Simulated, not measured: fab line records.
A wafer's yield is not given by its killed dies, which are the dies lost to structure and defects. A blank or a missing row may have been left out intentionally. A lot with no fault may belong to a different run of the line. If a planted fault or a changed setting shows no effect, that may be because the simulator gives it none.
Chamber matching :: flow sfq-line :: SFQ_TRILAYER_C5_ETCH_VIA_ETCH_154 on rie-diel-03: 4 sister chambers
The step etches SiO2 in CHF3, stops on Nb, target depth 84 nm. 4 wafers are shown with their chamber, then 8 later ones without.

== WAFERS, EACH WITH ITS CHAMBER ==
wafer: L938.1
chamber: 0
drypump-motor-current-A (A): 5.3

wafer: L938.2
chamber: 1
drypump-motor-current-A (A): 6.3

wafer: L938.4
chamber: 3
drypump-motor-current-A (A): 6.2

wafer: L939.2
chamber: 2
drypump-motor-current-A (A): 5.7

== WAFERS MISSING THEIR CHAMBER ==
wafer: L939.3
drypump-motor-current-A (A): 5.3

wafer: L939.5
drypump-motor-current-A (A): 5.3

wafer: L941.3
drypump-motor-current-A (A): 6.2

wafer: L941.4
drypump-motor-current-A (A): 5.7

wafer: L941.5
drypump-motor-current-A (A): 6.4

wafer: L942.3
drypump-motor-current-A (A): 6.2

wafer: L942.5
drypump-motor-current-A (A): 5.3

wafer: L942.6
drypump-motor-current-A (A): 6.4

== EACH ONE'S CHAMBER ==
wafer: L939.3
from the rows above: 0
in truth: 0

wafer: L939.5
from the rows above: 0
in truth: 0

wafer: L941.3
from the rows above: can't be placed: 3 or 1
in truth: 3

wafer: L941.4
from the rows above: 2
in truth: 2

wafer: L941.5
from the rows above: can't be placed: 1 or 3
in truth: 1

wafer: L942.3
from the rows above: can't be placed: 3 or 1
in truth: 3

wafer: L942.5
from the rows above: 0
in truth: 0

wafer: L942.6
from the rows above: can't be placed: 1 or 3
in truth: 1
4 of 8 placed correctly. These rows do not allow placing 4 (true chamber among the candidates in 4). Placed wrongly: 0.
How it was worked out, from the rows above alone: a wafer's distance from a chamber is the root of the sum, over the readings, of the square of ((its reading less the chamber's mean) divided by the reading's scatter). The wafer belongs to the nearest chamber; if the next one is less than 2 further off, it can't be placed. Each chamber's mean is taken over the wafers shown for it. The scatter: root of mean squared gap, hidden wafer to nearest shown wafer, with one shown wafer a chamber.
